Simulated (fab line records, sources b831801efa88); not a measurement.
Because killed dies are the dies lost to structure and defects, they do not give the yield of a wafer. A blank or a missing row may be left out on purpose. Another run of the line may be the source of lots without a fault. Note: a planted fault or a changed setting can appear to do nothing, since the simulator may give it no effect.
Which tool was responsible? -- flow gf180mcu -- 14 lots, 42 wafers sampled, at 5 steps of a route of 602

## WHAT THE GAUGES READ, wafer by wafer
GF_HV_LDD_CD_MEAS_19: the cd target is 400 nm. Usual: 400.2 nm for cdNm, sd 2.7.
lot,measured,on,cdNm (nm),flag
L935,day 10 21:14,cdSem-01,402.6 403.4 404.3,
L936,day 11 03:57,cdSem-02,395.7 395.0 397.7,
L937,day 11 15:20,cdSem-01,399.7 402.0 402.9,
L940,day 12 13:31,cdSem-02,402.5 403.8 402.6,
L941,day 12 20:29,cdSem-02,399.3 399.9 400.2,
L942,day 13 02:09,cdSem-01,395.4 397.7 395.5,
L945,day 14 04:14,cdSem-01,399.2 398.4 399.4,
L947,day 15 02:07,cdSem-01,302.0 301.9 301.8 302.8 301.9 301.8,OFF
L948,day 15 05:16,cdSem-02,402.8 403.3 402.9,
L949,day 15 09:24,cdSem-02,307.7 303.8 305.5 307.7 303.7 305.9,OFF
L950,day 15 19:16,cdSem-01,308.2 308.7 306.9 307.8 308.6 306.7,OFF
L954,day 17 06:28,cdSem-02,399.6 400.9 402.1,
L955,day 17 12:12,cdSem-01,396.8 395.7 396.5,
L957,day 18 00:01,cdSem-01,400.6 401.9 399.7,

GF_M2_RS_MEAS_05: measures by four-point-probe. Usual: for M2_ALCU_RS the level is 0.0693 ohm/sq and the standard deviation is 0.00077.
lot,measured,on,M2_ALCU_RS (ohm/sq),flag
L935,day 18 09:39,filmMetro-01,0.0691 0.0686 0.0689,
L936,day 18 16:41,filmMetro-04,0.0702 0.0704 0.0694,
L937,day 19 07:27,filmMetro-01,0.0688 0.0690 0.0689,
L940,day 20 11:05,filmMetro-01,0.0700 0.0698 0.0699,
L941,day 20 19:40,filmMetro-04,0.0695 0.0696 0.0697,
L942,day 21 01:32,filmMetro-02,0.0691 0.0686 0.0696,
L945,day 22 06:24,filmMetro-01,0.0706 0.0703 0.0701,
L947,day 23 06:15,filmMetro-01,0.0697 0.0694 0.0698,
L948,day 23 09:21,filmMetro-01,0.0699 0.0696 0.0698,
L949,day 23 16:19,filmMetro-04,0.0699 0.0701 0.0698,
L950,day 24 02:13,filmMetro-01,0.0691 0.0697 0.0689,
L954,day 25 12:55,filmMetro-02,0.0695 0.0695 0.0694,
L955,day 25 17:59,filmMetro-02,0.0689 0.0686 0.0684,
L957,day 26 02:44,filmMetro-04,0.0701 0.0698 0.0703,

GF_M2_OVL_MEAS_15. Usual: for M2_OVL the level is -2 nm and the standard deviation is 5.4.
lot,measured,on,M2_OVL (nm),flag
L935,day 19 09:47,overlay-02,-8 -11 -12,
L936,day 19 17:28,overlay-02,-1 -2 3,
L937,day 20 07:40,overlay-02,0 10 2,
L940,day 21 11:11,overlay-01,1 3 0,
L941,day 21 19:17,overlay-02,-8 -5 -6,
L942,day 22 00:37,overlay-01,1 1 4,
L945,day 23 06:11,overlay-02,0 -10 5,
L947,day 24 04:52,overlay-02,-1 -2 -1,
L948,day 24 07:55,overlay-01,4 7 0,
L949,day 24 15:34,overlay-02,8 1 4,
L950,day 25 00:38,overlay-02,-16 -19 -13,
L954,day 26 09:49,overlay-01,-8 -8 -7,
L955,day 26 15:04,overlay-01,1 -6 -3,
L957,day 26 23:12,overlay-01,2 -6 -4,

## EACH LOT AND THE TOOL THAT RAN IT (in order: tool; ch and the chambers of the sampled wafers; start)
lot,GF_HV_LDD_DEVELOP_18,GF_V1_SPUTTER_22
L935,"lithoTrack-04 ch 0, day 10 21:05","pvdSputter-02, day 18 08:47"
L936,"lithoTrack-01 ch 0, day 11 03:48","pvdSputter-04, day 18 15:50"
L937,"lithoTrack-04 ch 0, day 11 15:11","pvdSputter-02, day 19 06:35"
L940,"lithoTrack-01 ch 0, day 12 13:22","pvdSputter-04, day 20 10:12"
L941,"lithoTrack-04 ch 0, day 12 20:20","pvdSputter-04, day 20 18:47"
L942,"lithoTrack-01 ch 0, day 13 02:00","pvdSputter-04, day 21 00:41"
L945,"lithoTrack-04 ch 0, day 14 04:05","pvdSputter-04, day 22 05:32"
L947,"lithoTrack-01 ch 0, day 15 01:58","pvdSputter-04, day 23 05:23"
L948,"lithoTrack-04 ch 0, day 15 05:08","pvdSputter-04, day 23 08:29"
L949,"lithoTrack-01 ch 0, day 15 09:15","pvdSputter-02, day 23 15:26"
L950,"lithoTrack-01 ch 0, day 15 19:07","pvdSputter-02, day 24 01:20"
L954,"lithoTrack-02 ch 0, day 17 06:20","pvdSputter-02, day 25 12:02"
L955,"lithoTrack-02 ch 0, day 17 12:03","pvdSputter-04, day 25 17:08"
L957,"lithoTrack-04 ch 0, day 17 23:53","pvdSputter-04, day 26 01:50"
- GF_HV_LDD_DEVELOP_18: develop time 60 s.
- GF_V1_SPUTTER_22: material TiN, target thk 10 nm, time 40 s.

## AS READ BY THE TOOLS THEMSELVES (means over the sampled wafers that have a number; for cases with no such wafer, the mark the record gives instead)
GF_HV_LDD_DEVELOP_18. Usual: 45.0 Pa for exhaustPa, sd 0.82.
lot,tool,exhaustPa (Pa),flag
L935,lithoTrack-04,44.5,
L936,lithoTrack-01,45.0,
L937,lithoTrack-04,45.0,
L940,lithoTrack-01,44.8,
L941,lithoTrack-04,45.2,
L942,lithoTrack-01,45.3,
L945,lithoTrack-04,44.2,
L947,lithoTrack-01,45.3,
L948,lithoTrack-04,45.3,
L949,lithoTrack-01,45.6,
L950,lithoTrack-01,46.0,
L954,lithoTrack-02,44.7,
L955,lithoTrack-02,45.2,
L957,lithoTrack-04,45.2,

GF_V1_SPUTTER_22. Usual: 29.3 % for throttleValvePct, sd 1.
lot,tool,throttleValvePct (%),flag
L935,pvdSputter-02,29.0,
L936,pvdSputter-04,29.8,
L937,pvdSputter-02,29.6,
L940,pvdSputter-04,28.6,
L941,pvdSputter-04,29.7,
L942,pvdSputter-04,29.8,
L945,pvdSputter-04,28.8,
L947,pvdSputter-04,28.8,
L948,pvdSputter-04,28.0,
L949,pvdSputter-02,29.3,
L950,pvdSputter-02,28.9,
L954,pvdSputter-02,29.6,
L955,pvdSputter-04,28.6,
L957,pvdSputter-04,29.8,

## THE ANSWER, worked out from the rows above alone
Rule: a lot is off if the mean of its wafers that have a number lies more than 3 standard deviations from the usual mean. Also off: a lot with no number at a reading for which 4 or more lots have one. All remaining lots with rows at the step are treated as sound. First the gauges in route order, then the tools' own readings, where a lot's mean is used as printed above. At the first step where some lot is off, the reading lying furthest off is the one used; lots without a number count as furthest.
Off at GF_HV_LDD_CD_MEAS_19 (cdNm): L947, L949, L950.
If a tool, at a process step before that reading, ran all the lots that are off and no sound lot after the first of them, it fits. The gauges at GF_HV_LDD_CD_MEAS_19 are tried like those tools. One fits: GF_HV_LDD_DEVELOP_18 on lithoTrack-01. Its last sound lot is L942 (day 13 02:00), its first lot that is off L947 (day 15 01:58): a fault that began between those two fits.

## WHAT THE SIMULATOR HAD PUT IN
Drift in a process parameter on lithoTrack-01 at GF_HV_LDD_DEVELOP_18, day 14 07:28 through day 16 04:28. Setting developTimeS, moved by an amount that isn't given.
Shown lots that were struck: L947, L949, L950. Same finding as the rule above.
